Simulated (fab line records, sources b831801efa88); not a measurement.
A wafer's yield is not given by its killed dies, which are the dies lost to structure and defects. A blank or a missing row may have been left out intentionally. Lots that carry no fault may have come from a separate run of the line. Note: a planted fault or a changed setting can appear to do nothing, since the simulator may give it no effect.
Which tool did it? ; flow gf180mcu ; 33 wafers from 11 lots sampled at 5 of the route's 602 steps

## WHAT THE GAUGES READ, wafer by wafer
GF_LVPWELL_TW_MEAS_11. Usual: LVPWELL_TW gives 551 (standard deviation 4.8).
lot;measured;on;LVPWELL_TW;flag
L896;day 3 21:08;filmMetro-04;549 549 547;
L897;day 4 01:31;filmMetro-03;552 558 556;
L898;day 4 07:40;filmMetro-03;556 560 559;
L899;day 4 14:49;filmMetro-04;549 548 546;
L900;day 4 18:14;filmMetro-04;549 551 549;
L901;day 5 01:32;filmMetro-04;546 549 548;
L902;day 5 06:20;filmMetro-03;560 559 558;
L904;day 5 16:58;filmMetro-03;1309 1297 1302 1305 1301 1306;OFF
L905;day 6 01:10;filmMetro-02;1284 1284 1291 1287 1285 1281;OFF
L906;day 6 05:17;filmMetro-04;1271 1272 1273 1273 1275 1268;OFF
L907;day 6 11:43;filmMetro-04;1276 1276 1274 1275 1281 1281;OFF

GF_HV_LDD_OVL_MEAS_20. Usual: HV_LDD_01_OVL gives 1.1 nm (standard deviation 1.3).
lot;measured;on;HV_LDD_01_OVL (nm);flag
L896;day 10 18:55;overlay-01;-1.0 -1.7 -1.0;
L897;day 11 00:01;overlay-02;1.1 1.9 3.0;
L898;day 11 10:51;overlay-02;0.0 1.1 2.6;
L899;day 11 16:32;overlay-02;1.9 0.6 3.9;
L900;day 11 20:19;overlay-02;2.4 0.1 1.6;
L901;day 12 08:31;overlay-02;3.4 1.8 2.2;
L902;day 12 10:07;overlay-01;-0.4 3.9 1.0;

GF_SAB_CD_MEAS_09 targets a cd of 420 nm. Usual: cdNm at 419.9 nm, with a standard deviation of 2.1.
lot;measured;on;cdNm (nm);flag
L896;day 15 02:41;cdSem-01;417.1 417.9 417.9;
L897;day 15 07:26;cdSem-02;422.2 421.7 423.6;
L898;day 15 21:01;cdSem-02;418.0 418.6 419.3;
L899;day 16 03:07;cdSem-02;422.1 422.0 421.4;
L900;day 16 08:47;cdSem-02;416.6 416.5 415.8;
L901;day 16 22:50;cdSem-01;419.0 418.8 417.8;
L902;day 17 02:02;cdSem-01;419.5 419.3 418.7;

## WHICH TOOL RAN EACH LOT (tool, then ch and the chambers of the sampled wafers, then the start)
lot;GF_LVPWELL_IMPLANT_08;GF_VT_IMPLANT_STRIP_09
L896;implanter-03 ch 0, day 3 20:44;plasmaAsher-04 ch 0,1, day 5 14:07
L897;implanter-03 ch 0, day 4 01:08;plasmaAsher-04 ch 0,1, day 5 20:37
L898;implanter-04 ch 0, day 4 07:16;plasmaAsher-01 ch 0,1, day 6 03:04
L899;implanter-03 ch 0, day 4 14:25;plasmaAsher-01 ch 0,1, day 6 09:55
L900;implanter-02 ch 0, day 4 17:50;plasmaAsher-01 ch 0, day 6 13:34
L901;implanter-04 ch 0, day 5 01:11;plasmaAsher-04 ch 0,1, day 6 21:24
L902;implanter-02 ch 0, day 5 05:59;plasmaAsher-04 ch 0,1, day 7 02:38
L904;implanter-03 ch 0, day 5 16:34;-
L905;implanter-04 ch 0, day 6 00:46;-
L906;implanter-04 ch 0, day 6 04:56;-
L907;implanter-02 ch 0, day 6 11:19;-
- GF_LVPWELL_IMPLANT_08
- GF_VT_IMPLANT_STRIP_09: strips in O2/N2.

## WHAT THE TOOLS THEMSELVES READ (means of the sampled wafers that have a number; where no wafer has one, the mark that the record gives instead)
GF_LVPWELL_IMPLANT_08. Usual: faradayCurrentUA 84.1, standard deviation 1.6; tiltDeg 0.005 degrees, standard deviation 0.02.
lot;tool;faradayCurrentUA;tiltDeg (degrees);flag
L896;implanter-03;84.3;0.001;
L897;implanter-03;83.6;-0.013;
L898;implanter-04;83.7;0.026;
L899;implanter-03;82.7;0.019;
L900;implanter-02;85.5;0.002;
L901;implanter-04;84.3;0.007;
L902;implanter-02;83.5;-0.007;
L904;implanter-03;83.7;-0.012;
L905;implanter-04;85.3;0.017;
L906;implanter-04;83.1;0.009;
L907;implanter-02;83.0;0.023;

GF_VT_IMPLANT_STRIP_09. Usual: chamberPressureMTorr 1500.0 mTorr, standard deviation 1.3; drypumpMotorCurrentA 5.8 A, standard deviation 0.54; heaterPowerW 348 W, standard deviation 31; o2FlowSccm 2999 sccm, standard deviation 9.5; oesProductAu 0.716 a.u., standard deviation 0.0039; stripTimeToEndpointS 12.643 s, standard deviation 0.03.
lot;tool;chamberPressureMTorr (mTorr);drypumpMotorCurrentA (A);heaterPowerW (W);o2FlowSccm (sccm);oesProductAu (a.u.);stripTimeToEndpointS (s);flag
L896;plasmaAsher-04;1499.8;5.8;346;3000;0.713;12.658;
L897;plasmaAsher-04;1500.7;5.6;317;3002;0.716;12.611;
L898;plasmaAsher-01;1500.2;5.3;352;2997;0.720;12.630;
L899;plasmaAsher-01;1499.5;5.4;341;2999;0.716;12.626;
L900;plasmaAsher-01;1500.8;5.6;323;2984;0.714;12.639;
L901;plasmaAsher-04;1501.3;5.5;319;2989;0.718;12.691;
L902;plasmaAsher-04;1499.3;5.5;316;2997;0.711;12.659;

## THE ANSWER, worked out from the rows above alone
Rule: a lot is off if the mean of its wafers that have a number lies more than 3 standard deviations from the usual mean. A lot without any number at a reading at which 4 lots or more have one is off too. Any other lot the step has rows for is counted as sound. After the gauges, taken in route order, come the tools' own readings; for these a lot's mean is taken, as printed above. At the first step where some lot is off, the reading lying furthest off is the one used; lots without a number count as furthest.
Off: L904, L905, L906, L907, at GF_LVPWELL_TW_MEAS_11 (LVPWELL_TW).
A tool fits if, at a process step before that reading, it ran every lot that is off, and no sound lot after the first of them. Gauges at GF_LVPWELL_TW_MEAS_11: tried the same way as those tools. Of those tried, none fits.

## WHAT THE SIMULATOR HAD PUT IN
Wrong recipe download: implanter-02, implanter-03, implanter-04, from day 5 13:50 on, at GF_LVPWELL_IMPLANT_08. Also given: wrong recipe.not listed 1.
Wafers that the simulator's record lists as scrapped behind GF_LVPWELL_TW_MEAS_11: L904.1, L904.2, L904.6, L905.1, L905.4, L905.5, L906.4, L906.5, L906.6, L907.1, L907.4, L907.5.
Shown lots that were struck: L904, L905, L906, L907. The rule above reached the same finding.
